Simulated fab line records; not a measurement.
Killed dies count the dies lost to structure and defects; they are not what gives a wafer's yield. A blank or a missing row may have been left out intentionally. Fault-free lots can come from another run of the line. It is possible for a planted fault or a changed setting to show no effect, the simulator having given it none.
Which tool was responsible? || flow sky130 || 6 lots, 18 wafers sampled, at 2 steps of a route of 708

## WHAT THE GAUGES READ, wafer by wafer
SKY_LDD_P_TW_MEAS_11.
{"lot": "L589", "measured": "day 19 14:26", "on": "filmMetro-03", "LDD_P_TW": "626 626 626"}
{"lot": "L591", "measured": "day 20 13:08", "on": "filmMetro-03", "LDD_P_TW": "628 627 626"}
{"lot": "L598", "measured": "day 23 06:32", "on": "filmMetro-04", "LDD_P_TW": "631 628 630"}
{"lot": "L600", "measured": "day 23 21:56", "on": "filmMetro-02", "LDD_P_TW": "603 606 605"}
{"lot": "L602", "measured": "day 24 10:55", "on": "filmMetro-03", "LDD_P_TW": "625 624 624"}
{"lot": "L610", "measured": "day 27 07:24", "on": "filmMetro-03", "LDD_P_TW": "627 628 627"}

## WHAT TOOL EACH LOT RAN ON (gives the tool, then ch and the chambers of the sampled wafers, and finally the start)
{"lot": "L589", "SKY_LDD_P_IMPLANT_09": "implanter-04 ch 0, day 19 14:12"}
{"lot": "L591", "SKY_LDD_P_IMPLANT_09": "implanter-01 ch 0, day 20 12:53"}
{"lot": "L598", "SKY_LDD_P_IMPLANT_09": "implanter-03 ch 0, day 23 06:17"}
{"lot": "L600", "SKY_LDD_P_IMPLANT_09": "implanter-04 ch 0, day 23 21:41"}
{"lot": "L602", "SKY_LDD_P_IMPLANT_09": "implanter-01 ch 0, day 24 10:41"}
{"lot": "L610", "SKY_LDD_P_IMPLANT_09": "implanter-03 ch 0, day 27 07:10"}
- SKY_LDD_P_IMPLANT_09

## THE ANSWER, worked out from the rows above alone
Rule: the usual values come from the lots themselves. The widest of any qualifying gaps counts: lots, ordered by their means at a reading, are off when they make up no more than a third of the lots, leave a main group of 4 or more, and stand apart from it by 3 or more times the standard deviation of that group's means. The tables above print the reading to a certain number of digits; a main group whose means all agree to those digits is not used. A lot without any number at a reading at which 4 lots or more have one is off too. The other lots that the step has rows for count as sound.
Off: L600, at SKY_LDD_P_TW_MEAS_11 (LDD_P_TW). The main group has a mean of 627 with a standard deviation of 1.7.
If a tool, at a process step before that reading, ran all the lots that are off and no sound lot after the first of them, it fits. The gauges at SKY_LDD_P_TW_MEAS_11 are tried like those tools. Can't be told from this: 2 tools fit, implanter-04 at SKY_LDD_P_IMPLANT_09, filmMetro-02 at SKY_LDD_P_TW_MEAS_11.

## WHAT THE SIMULATOR HAD PUT IN
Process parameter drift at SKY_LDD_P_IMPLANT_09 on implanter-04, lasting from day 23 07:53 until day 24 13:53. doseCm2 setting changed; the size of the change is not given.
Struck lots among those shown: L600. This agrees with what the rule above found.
